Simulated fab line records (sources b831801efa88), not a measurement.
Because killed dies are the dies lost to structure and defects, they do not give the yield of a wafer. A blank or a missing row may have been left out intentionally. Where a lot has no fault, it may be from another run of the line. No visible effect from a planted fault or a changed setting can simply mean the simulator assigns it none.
A struck lot beside a sound one + flow gf180mcu + 16 out of 602 route steps
Sound: the wafers L722.1, L722.4, L722.6. Wafers L728.3, L728.6 were the ones struck. Last of all comes the cause.
For every step that has rows: the tool of each side, followed by ch and its chambers, followed by its first start. Under that, the readings that differ: sound wafers + struck wafers + difference of the means + sigmas: that difference in standard deviations of wafers without a fault.
alike: readings whose means differ by less than 2 such deviations, and words and numbers that are the same on both sides. not compared: withheld readings, readings that some wafer has no value for, bounds like >300 that may hide the same value, and numbers for which the record gives no deviation and whose values overlap.
A row with sigmas, a row that says differs or no value, or rows on one side alone: a step with any of these is where the two part. When numbers do not overlap yet have no deviation, they are printed without sigmas and do not part them. A reading missing from all wafers of one side parts the sides only when that side holds two or more wafers.

first, 6 steps without rows for these wafers: GF_TOP_METAL_HMDS_08 (prime time 60 s); GF_TOP_METAL_COAT_09 (resist thk 1500 nm); GF_TOP_METAL_SOFTBAKE_10 (time 60 s); GF_TOP_METAL_EXPOSE_11 (exposes mask MetalTop, target cd 440 nm); GF_TOP_METAL_PEB_12; GF_TOP_METAL_DEVELOP_13 (develop time 60 s).
GF_TOP_METAL_CD_MEAS_14: target cd 440 nm.
  sound on cd_sem-02, day 28 06:25; struck on cd_sem-02, day 30 11:20
  alike: cd_nm
GF_TOP_METAL_OVL_MEAS_15:
  sound on overlay-01, day 28 06:32; struck on overlay-01, day 30 11:26
  alike: TOP_METAL_OVL
GF_TOP_METAL_METAL_ETCH_16: etches the open film in Cl2/BCl3, stops on SiO2, target depth 1197 nm, time 199.5 s.
  sound on rie_metal-02 ch 0, day 28 06:34; struck on rie_metal-04 ch 0, day 30 11:31
  alike: drypump_motor_current_A, oes_product_au, rf_fwd_power_W, throttle_valve_pct
  not compared: rf_hours_counter_h
GF_TOP_METAL_STRIP_17: strips in O2/N2.
  sound on plasma_asher-02 ch 1, day 28 06:46; struck on plasma_asher-02 ch 0,1, day 30 11:41
  alike: drypump_motor_current_A, heater_power_w, oes_product_au, strip_time_to_endpoint_s
  not compared: rf_hours_counter_h
then, 2 steps without rows for these wafers: GF_TOP_METAL_STRIP_18 (strips in post etch residue remover, time 1200 s); GF_TOP_METAL_CLEAN_19 (cleans in DIW).
GF_PASSIVATION_CVD_00: deposits SiO2 from TEOS, target thk 1000 nm, time 111.95 s.
  sound on pecvd-01 ch 0,1,2, day 28 07:20; struck on pecvd-01 ch 2, day 30 12:11
| reading                                      | sound             | struck      | difference                    | sigmas |
|----------------------------------------------|-------------------|-------------|-------------------------------|--------|
| rf_fwd_power_W (W)                           | 594.7 596.9 597.7 | - -         | no value on the struck wafers |        |
| run_length_s (s)                             | 139.9 139.6 139.5 | 129.6 129.6 | -10.1                         | -23    |
| model.SiO2_of_PASSIVATION_CVD_00.thk_nm (nm) | 1003 992.6 1015   | 890.4 917.1 | -99.8                         |        |
  alike: heater_power_w
GF_PASSIVATION_THK_MEAS_01:
  sound on film_metro-01, day 28 07:25; struck on film_metro-02, day 30 12:17
| reading                     | sound         | struck  | difference | sigmas |
|-----------------------------|---------------|---------|------------|--------|
| PASSIVATION_CVD_00_THK (nm) | 1003 992 1015 | 889 917 | -100       | -8     |
GF_PASSIVATION_CVD_02: deposits Si3N4, target thk 700 nm, time 486.18 s.
  sound on pecvd-03 ch 0,1,2, day 28 07:28; struck on pecvd-03 ch 1,2, day 30 12:19
  alike: heater_power_w, rf_fwd_power_W, run_length_s
GF_PASSIVATION_PROBE_99:
  the record has rows for the struck wafers here (prober-02, day 31 08:37) and none for the sound ones

## WHERE THEY PART
Earliest at GF_PASSIVATION_CVD_00; latest, in this record, at GF_PASSIVATION_PROBE_99.

WHY: what had been put in by the simulator
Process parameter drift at GF_PASSIVATION_CVD_00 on pecvd-01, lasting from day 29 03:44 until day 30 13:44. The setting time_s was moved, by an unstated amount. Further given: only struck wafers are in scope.
